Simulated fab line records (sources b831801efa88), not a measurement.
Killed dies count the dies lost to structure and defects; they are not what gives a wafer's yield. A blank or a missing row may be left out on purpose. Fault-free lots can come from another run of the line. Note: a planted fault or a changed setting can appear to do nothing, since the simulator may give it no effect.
Split-lot study	flow sfqLine	5 lots, 23 wafers read, on a route of 325 steps

ABOUT THE SPLIT
At SFQ_TRILAYER_L0_VIA_LITHO_COAT_013 (resist thk 650 nm), the setting resistThkNm was moved away from the recipe's 650 nm on 10 of the 23 wafers read, by -4.7% to +3.8%. For the rest of the wafers, this setting stayed at what the recipe calls for.

FROM THE SPLIT TO THE READING: what the file shows between them, 2 steps
- SFQ_TRILAYER_L0_VIA_LITHO_PEB_016: peb time 60 s (also split here: pebTempC)
- SFQ_TRILAYER_L0_VIA_LITHO_DEVELOP_015: time 60 s

THE READING
KrF_of_TRILAYER_L0_VIA_LITHO_COAT_013.thkNm (the simulator's own value, which no gauge read), in nm, at SFQ_TRILAYER_L0_VIA_BARC_OPEN_VIA_ETCH_021 (etches BARC in O2, target depth 125 nm, time 41.7 s). The file gives no usual value for it. Across the 13 wafers here that went through the recipe, the average is 574.2 nm and the standard deviation 2.2 nm.

wafer	tool, chamber at the split	resistThkNm as run, nm	against the recipe	KrF_of_TRILAYER_L0_VIA_LITHO_COAT_013.thkNm, nm	against lot-mates on the recipe
L077.1	lithoTrack-04, 0	619.5	-4.7%	543.4	-30.0
L077.2	lithoTrack-04, 0	619.5	-4.7%	544.4	-29.0
L077.3	lithoTrack-04, 0	650	recipe	574.4	-
L077.4	lithoTrack-04, 0	650	recipe	572.4	-
L077.6	lithoTrack-04, 0	619.5	-4.7%	542	-31.4
L078.1	lithoTrack-03, 0	650	recipe	576.1	-
L078.6	lithoTrack-03, 0	650	recipe	576.1	-
L078.2	lithoTrack-03, 0	674.5	+3.8%	600.4	+24.1
L078.3	lithoTrack-03, 0	674.5	+3.8%	602.1	+25.8
L078.5	lithoTrack-03, 0	650	recipe	576.8	-
L079.1	lithoTrack-03, 0	619.9	-4.6%	548	-27.9
L079.2	lithoTrack-03, 0	619.9	-4.6%	545.4	-30.5
L079.3	lithoTrack-03, 0	650	recipe	576.1	-
L079.4	lithoTrack-03, 0	619.9	-4.6%	546.2	-29.6
L079.6	lithoTrack-03, 0	650	recipe	575.6	-
L082.1	lithoTrack-04, 0	621.2	-4.4%	543.2	-27.8
L082.3	lithoTrack-04, 0	650	recipe	571.6	-
L082.4	lithoTrack-04, 0	621.2	-4.4%	541.9	-29.1
L082.5	lithoTrack-04, 0	650	recipe	570.6	-
L082.6	lithoTrack-04, 0	650	recipe	570.9	-
L084.1	lithoTrack-04, 0	650	recipe	572.4	-
L084.4	lithoTrack-04, 0	650	recipe	575.8	-
L084.5	lithoTrack-04, 0	650	recipe	576.1	-

FIT RESULTS
A straight line over all 23 wafers: KrF_of_TRILAYER_L0_VIA_LITHO_COAT_013.thkNm changes by +6.65 nm for each +1% of resistThkNm; r = +0.99; the points scatter about the line by 2.3 nm.
The same after taking each lot's own level away (the mean of its wafers on the recipe; 23 wafers): +6.44 nm for each +1%; r = +1.00; scatter 1 nm.
Per that fit: largest resistThkNm move, reading shift of 30 nm.
The span of the lots' own levels, 571.03 to 576.33 nm, comes to 2.4 times the standard deviation stated above.
The two slopes are in agreement: the lot-to-lot level therefore moves the slope only a little.
Check: with one of the wafers moved furthest among these (-4.7%) left out of the fit, the line predicts -30.1 nm for it against its lot-mates. Against them it came out at -30 nm.

OTHER SPLITS APPLIED TO THESE WAFERS
Other splits were also applied to these wafers ahead of the reading. Each is held against what the fit with the lots' levels taken away leaves over:
other split on the same wafers	wafers away from the commonest value	r with KrF_of_TRILAYER_L0_VIA_LITHO_COAT_013.thkNm (lot level and that fit taken away)
SFQ_TRILAYER_INCOMING_OXIDATION_002 oxTimeS	15	-0.04
SFQ_TRILAYER_L0_LITHO_COAT_005 resistThkNm	9	-0.15
SFQ_TRILAYER_L0_ETCH_METAL_ETCH_008 icpW	9	+0.02
SFQ_TRILAYER_L0_VIA_LITHO_PEB_016 pebTempC	3	-0.21

THE WHOLE CHAIN: every reading that the file lists as answering this split, in the file's order
step	what it does	reading	change (the file's fit)	r (the file's)
SFQ_TRILAYER_L0_VIA_LITHO_COAT_013	resist thk 650 nm	KrF_of_TRILAYER_L0_VIA_LITHO_COAT_013.thkNm (the simulator's own value, which no gauge read)	+6.48 nm for each +1% of the setting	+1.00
SFQ_TRILAYER_L0_VIA_BARC_OPEN_VIA_ETCH_021	etches BARC in O2, target depth 125 nm, time 41.7 s	KrF_of_TRILAYER_L0_VIA_LITHO_COAT_013.thkNm (the simulator's own value, which no gauge read)	+6.43 nm for each +1% of the setting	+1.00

FILE'S OWN FIT
KrF_of_TRILAYER_L0_VIA_LITHO_COAT_013.thkNm changes by +6.43 nm for each +1% of resistThkNm, r = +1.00.
